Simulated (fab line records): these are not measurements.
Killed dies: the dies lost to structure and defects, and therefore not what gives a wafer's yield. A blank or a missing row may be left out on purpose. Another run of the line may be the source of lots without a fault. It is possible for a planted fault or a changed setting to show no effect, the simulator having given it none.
Shared-tool check / flow sky130 / Sampled: 12 lots, 36 wafers

## REASON IT WAS OPENED
SKY_SONOS_ONO_THK_MEAS_01, reading SONOS_ONO_OXIDATION_THK: flagged on 2 of 12 lots. Fault-free wafers read 2.59 nm, with a standard deviation of 0.057.
Rule: a lot is flagged in two cases, either no wafer of it has a number, or all its wafers with numbers fall more than 4 standard deviations from that mean. The other lots count as sound.

lot=L908; measured=day 9 11:15; on=film_metro-03; SONOS_ONO_OXIDATION_THK (nm), wafer by wafer=2.64 2.57 2.59; flag=
lot=L910; measured=day 10 04:05; on=film_metro-03; SONOS_ONO_OXIDATION_THK (nm), wafer by wafer=2.58 2.61 2.55; flag=
lot=L911; measured=day 10 11:02; on=film_metro-01; SONOS_ONO_OXIDATION_THK (nm), wafer by wafer=2.61 2.48 2.56; flag=
lot=L912; measured=day 10 11:03; on=film_metro-04; SONOS_ONO_OXIDATION_THK (nm), wafer by wafer=2.51 2.52 2.53; flag=
lot=L913; measured=day 10 20:54; on=film_metro-01; SONOS_ONO_OXIDATION_THK (nm), wafer by wafer=2.50 2.50 2.47; flag=
lot=L914; measured=day 10 20:54; on=film_metro-04; SONOS_ONO_OXIDATION_THK (nm), wafer by wafer=2.58 2.68 2.59; flag=
lot=L915; measured=day 11 09:19; on=film_metro-03; SONOS_ONO_OXIDATION_THK (nm), wafer by wafer=2.59 2.53 2.58; flag=
lot=L923; measured=day 13 08:08; on=film_metro-03; SONOS_ONO_OXIDATION_THK (nm), wafer by wafer=2.63 2.66 2.66; flag=
lot=L924; measured=day 13 19:49; on=film_metro-04; SONOS_ONO_OXIDATION_THK (nm), wafer by wafer=4.44 4.41 4.36; flag=FLAGGED
lot=L925; measured=day 14 01:26; on=film_metro-01; SONOS_ONO_OXIDATION_THK (nm), wafer by wafer=4.21 4.26 4.23; flag=FLAGGED
lot=L928; measured=day 22 18:32; on=film_metro-04; SONOS_ONO_OXIDATION_THK (nm), wafer by wafer=2.61 2.58 2.62; flag=
lot=L926; measured=day 22 19:00; on=film_metro-04; SONOS_ONO_OXIDATION_THK (nm), wafer by wafer=2.58 2.66 2.64; flag=
On average the flagged lots' numbers are 4.32 nm, which is +1.73 nm against the usual, or +30 standard deviations.

## WHICH TOOL EACH LOT WENT THROUGH
The record holds 1 process step before the reading, out of a route of 708 steps. Every cell lists first the tool, next ch and the chambers used by the sampled wafers, and last the start.
lot=L908; flag=; SKY_SONOS_ONO_OXIDATION_00=furnace-01 ch 0, day 9 09:55
lot=L910; flag=; SKY_SONOS_ONO_OXIDATION_00=furnace-01 ch 0, day 10 02:45
lot=L911; flag=; SKY_SONOS_ONO_OXIDATION_00=furnace-01 ch 0, day 10 09:41
lot=L912; flag=; SKY_SONOS_ONO_OXIDATION_00=furnace-01 ch 0, day 10 09:41
lot=L913; flag=; SKY_SONOS_ONO_OXIDATION_00=furnace-01 ch 0, day 10 19:34
lot=L914; flag=; SKY_SONOS_ONO_OXIDATION_00=furnace-01 ch 0, day 10 19:34
lot=L915; flag=; SKY_SONOS_ONO_OXIDATION_00=furnace-01 ch 0, day 11 07:58
lot=L923; flag=; SKY_SONOS_ONO_OXIDATION_00=furnace-02 ch 0, day 13 06:47
lot=L924; flag=FLAGGED; SKY_SONOS_ONO_OXIDATION_00=furnace-01 ch 0, day 13 16:04 and furnace-02 ch 0, day 13 18:28
lot=L925; flag=FLAGGED; SKY_SONOS_ONO_OXIDATION_00=furnace-01 ch 0, day 13 21:14
lot=L928; flag=; SKY_SONOS_ONO_OXIDATION_00=furnace-02 ch 0, day 22 17:11
lot=L926; flag=; SKY_SONOS_ONO_OXIDATION_00=furnace-01 ch 0, day 22 17:38
What the steps here do:
- SKY_SONOS_ONO_OXIDATION_00: stabilise 600 s, purge 300 s, target thk 2.6 nm.
- SKY_SONOS_ONO_THK_MEAS_01

## FLAGGED AGAINST TOTAL, ONE TOOL AT A TIME (gauges that did the reading follow at the end)
step=SKY_SONOS_ONO_OXIDATION_00; tool=furnace-01; lots run=10; flagged=2; share of the flagged lots=all; sound lots run after its first flagged lot=1 (L926)
step=SKY_SONOS_ONO_OXIDATION_00; tool=furnace-02; lots run=3; flagged=1; share of the flagged lots=some; sound lots run after its first flagged lot=1 (L928)
step=SKY_SONOS_ONO_THK_MEAS_01; tool=film_metro-01; lots run=3; flagged=1; share of the flagged lots=some; sound lots run after its first flagged lot=0
step=SKY_SONOS_ONO_THK_MEAS_01; tool=film_metro-03; lots run=4; flagged=0; share of the flagged lots=none; sound lots run after its first flagged lot=-
step=SKY_SONOS_ONO_THK_MEAS_01; tool=film_metro-04; lots run=5; flagged=1; share of the flagged lots=some; sound lots run after its first flagged lot=2 (L928,L926)

## WHAT THE TABLE ALLOWS
All flagged lots share 1 row of the table, namely furnace-01 at SKY_SONOS_ONO_OXIDATION_00.
- furnace-01 at SKY_SONOS_ONO_OXIDATION_00: 2 of its 10 lots flagged. Lots that were sound ran on it after the first flagged one (L926); a persistent fault on the entire tool would not allow that.
Not one row of the table ran every flagged lot while running no sound lot after the first.

## WHAT HAD BEEN PUT IN BY THE SIMULATOR
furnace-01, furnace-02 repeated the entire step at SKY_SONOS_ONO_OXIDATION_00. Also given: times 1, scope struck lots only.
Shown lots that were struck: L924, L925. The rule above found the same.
